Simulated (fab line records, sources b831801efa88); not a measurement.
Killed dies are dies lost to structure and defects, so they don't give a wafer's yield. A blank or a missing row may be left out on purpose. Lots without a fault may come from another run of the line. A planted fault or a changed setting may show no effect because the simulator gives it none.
Which tool did it? | flow gf180mcu | 11 lots, 33 wafers sampled, at 4 steps of a route of 602

WHAT THE GAUGES READ, wafer by wafer
GF_M2_RS_MEAS_05: measures by four-point-probe.
lot  | measured     | on            | M2_ALCU_RS (ohm/sq)
L520 | day 18 11:05 | film_metro-03 | 0.0702 0.0687 0.0691
L521 | day 18 20:44 | film_metro-02 | 0.0699 0.0694 0.0682
L524 | day 19 14:52 | film_metro-03 | 0.0697 0.0695 0.0687
L525 | day 20 07:41 | film_metro-04 | 0.0678 0.0695 0.0693
L527 | day 21 09:01 | film_metro-03 | 0.0713 0.0691 0.0712
L531 | day 22 19:17 | film_metro-04 | 0.0711 0.0715 0.0699
L532 | day 23 10:52 | film_metro-03 | 0.0692 0.0678 0.0675
L533 | day 24 03:41 | film_metro-02 | 0.0692 0.0699 0.0695
L536 | day 24 13:28 | film_metro-03 | 0.0695 0.0698 0.0689
L538 | day 24 18:14 | film_metro-03 | 0.0360 0.0690 0.0359
L537 | day 24 21:23 | film_metro-02 | 0.0363 0.0692 0.0362

WHICH TOOL RAN EACH LOT (tool, then ch and the chambers of the sampled wafers, then the start)
lot  | GF_V1_STRIP_18                       | GF_V1_SPUTTER_22             | GF_M2_SPUTTER_02
L520 | plasma_asher-01 ch 0,1, day 18 09:36 | pvd_sputter-03, day 18 10:14 | pvd_sputter-02, day 18 10:59
L521 | plasma_asher-01 ch 1, day 18 19:17   | pvd_sputter-01, day 18 19:53 | pvd_sputter-04, day 18 20:39
L524 | plasma_asher-02 ch 0,1, day 19 13:23 | pvd_sputter-01, day 19 13:57 | pvd_sputter-02, day 19 14:43
L525 | plasma_asher-02 ch 0,1, day 20 06:08 | pvd_sputter-03, day 20 06:47 | pvd_sputter-02, day 20 07:33
L527 | plasma_asher-01 ch 0, day 21 07:32   | pvd_sputter-03, day 21 08:08 | pvd_sputter-01, day 21 08:54
L531 | plasma_asher-01 ch 0,1, day 22 17:50 | pvd_sputter-02, day 22 18:26 | pvd_sputter-01, day 22 19:12
L532 | plasma_asher-04 ch 0, day 23 09:17   | pvd_sputter-02, day 23 09:53 | pvd_sputter-04, day 23 10:46
L533 | plasma_asher-01 ch 0,1, day 24 02:14 | pvd_sputter-02, day 24 02:50 | pvd_sputter-04, day 24 03:36
L536 | plasma_asher-02 ch 0,1, day 24 12:00 | pvd_sputter-02, day 24 12:37 | pvd_sputter-04, day 24 13:23
L538 | plasma_asher-01 ch 0,1, day 24 16:47 | pvd_sputter-01, day 24 17:23 | pvd_sputter-04, day 24 18:09
L537 | plasma_asher-02 ch 0,1, day 24 19:56 | pvd_sputter-03, day 24 20:32 | pvd_sputter-04, day 24 21:18
- GF_V1_STRIP_18: strips in O2/N2.
- GF_V1_SPUTTER_22: material TiN, target thk 10 nm, time 40 s.
- GF_M2_SPUTTER_02: material AlCu, target thk 450 nm, time 23.9 s.

THE ANSWER, worked out from the rows above alone
Rule: what is usual is taken from the lots themselves. Put in order of their means at a reading, lots are off if they are a third of the lots or fewer, leave a main group of 4 or more, and stand apart from it by a gap of 3 or more times the standard deviation of the main group's means; of several such gaps the widest counts. A main group whose means are all the same, to the digits that the tables above print for the reading, isn't used. A lot without any number at a reading at which 4 lots or more have one is off too. The other lots that the step has rows for count as sound.
Off: L538, L537, at GF_M2_RS_MEAS_05 (M2_ALCU_RS). The main group: mean 0.0695 ohm/sq, standard deviation 0.00076.
A tool fits if, at a process step before that reading, it ran every lot that is off, and no sound lot after the first of them. The gauges at GF_M2_RS_MEAS_05 are tried like those tools. One fits: pvd_sputter-04 at GF_M2_SPUTTER_02. Its last sound lot is L536 (day 24 13:23), its first lot that is off L538 (day 24 18:09): a fault that began between those two fits.

WHAT THE SIMULATOR HAD PUT IN
Process parameter drift: pvd_sputter-04, from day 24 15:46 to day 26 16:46, at GF_M2_SPUTTER_02. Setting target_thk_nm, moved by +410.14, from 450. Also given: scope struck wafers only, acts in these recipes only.
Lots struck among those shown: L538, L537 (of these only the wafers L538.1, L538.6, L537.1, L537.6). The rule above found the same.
